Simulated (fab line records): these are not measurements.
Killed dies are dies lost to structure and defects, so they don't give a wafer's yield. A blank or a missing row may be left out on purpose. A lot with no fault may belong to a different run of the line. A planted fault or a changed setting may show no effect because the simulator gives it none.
Chamber matching || flow sky130 || SKY_VIA4_CMP_02 on cmp-01 has 4 sister chambers
The step polishes SiO2. 4 wafers are shown with their chamber, then 10 later ones without.

WAFERS PAIRED WITH THEIR CHAMBERS
{"wafer": "L087.2", "chamber": 0, "motor-current-A (A)": 11.1}
{"wafer": "L094.3", "chamber": 3, "motor-current-A (A)": 13.1}
{"wafer": "L095.1", "chamber": 1, "motor-current-A (A)": 11.4}
{"wafer": "L095.4", "chamber": 2, "motor-current-A (A)": 11.9}

WAFERS WITHOUT THEIR CHAMBER
{"wafer": "L095.6", "motor-current-A (A)": 12.5}
{"wafer": "L095.2", "motor-current-A (A)": 13.1}
{"wafer": "L095.3", "motor-current-A (A)": 11.7}
{"wafer": "L095.5", "motor-current-A (A)": 11.9}
{"wafer": "L097.1", "motor-current-A (A)": 11.7}
{"wafer": "L097.2", "motor-current-A (A)": 12.9}
{"wafer": "L097.4", "motor-current-A (A)": 11.0}
{"wafer": "L097.3", "motor-current-A (A)": 11.6}
{"wafer": "L097.5", "motor-current-A (A)": 11.3}
{"wafer": "L097.6", "motor-current-A (A)": 11.6}

WHICH CHAMBER EACH ONE RAN IN
{"wafer": "L095.6", "from the rows above": "can't be placed: 2 or 3", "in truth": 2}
{"wafer": "L095.2", "from the rows above": 3, "in truth": 3}
{"wafer": "L095.3", "from the rows above": "can't be placed: 2 or 1 or 0", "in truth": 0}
{"wafer": "L095.5", "from the rows above": 2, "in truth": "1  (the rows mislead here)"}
{"wafer": "L097.1", "from the rows above": "can't be placed: 2 or 1 or 0", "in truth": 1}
{"wafer": "L097.2", "from the rows above": 3, "in truth": 3}
{"wafer": "L097.4", "from the rows above": "can't be placed: 0 or 1", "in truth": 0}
{"wafer": "L097.3", "from the rows above": "can't be placed: 1 or 2 or 0", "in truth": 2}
{"wafer": "L097.5", "from the rows above": "can't be placed: 1 or 0", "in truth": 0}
{"wafer": "L097.6", "from the rows above": "can't be placed: 1 or 2 or 0", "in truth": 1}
Correctly placed: 2 of 10. Unplaceable from these rows: 7, with the true chamber sitting among the candidates in 7. 1 placed wrongly.
How it was worked out, from the rows above alone: a wafer's distance from a chamber is the root of the sum, over the readings, of the square of ((its reading less the chamber's mean) divided by the reading's scatter). The wafer belongs to the nearest chamber; if the next one is less than 2 further off, it can't be placed. A chamber's mean is the mean of its shown wafers. The scatter (one wafer shown for each chamber): square how far every hidden wafer sits from the nearest shown wafer, average those squares and take the square root.
